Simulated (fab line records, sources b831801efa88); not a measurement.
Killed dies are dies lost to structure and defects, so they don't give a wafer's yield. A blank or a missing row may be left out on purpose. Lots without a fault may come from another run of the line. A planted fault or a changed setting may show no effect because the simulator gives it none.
Chamber matching | flow gf180mcu | GF_V5_CMP_26 on cmp-01: 4 sister chambers
The step polishes, stops on SiO2, t overpolish 15 s, target thk 0 nm. 4 wafers are shown with their chamber, then 7 later ones without.

WAFERS WITH THEIR CHAMBER
wafer  | chamber | motor_current_A (A)
L931.5 | 0       | 9.9
L936.2 | 2       | 10.8
L937.3 | 1       | 10.9
L937.4 | 3       | 11.7

WAFERS WITHOUT THEIR CHAMBER
wafer  | motor_current_A (A)
L937.6 | 10.7
L938.2 | 10.8
L938.3 | 12.0
L938.6 | 10.8
L940.3 | 10.1
L940.4 | 10.2
L940.6 | 11.1

WHICH CHAMBER EACH WENT THROUGH
wafer  | from the rows above     | in truth
L937.6 | can't be placed: 2 or 1 | 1
L938.2 | can't be placed: 2 or 1 | 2
L938.3 | 3                       | 3
L938.6 | can't be placed: 2 or 1 | 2
L940.3 | 0                       | 0
L940.4 | can't be placed: 0 or 2 | 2
L940.6 | can't be placed: 1 or 2 | 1
Placed correctly: 2 of 7. Can't be placed from these rows: 5 (the true chamber is among the candidates in 5). Placed wrongly: 0.
How it was worked out, from the rows above alone: a wafer's distance from a chamber is the root of the sum, over the readings, of the square of ((its reading less the chamber's mean) divided by the reading's scatter). The wafer belongs to the nearest chamber; if the next one is less than 2 further off, it can't be placed. A chamber's mean is the mean of its shown wafers. The scatter: with one shown wafer a chamber, the root of the mean of the squares of how far each hidden wafer lies from its nearest shown one.
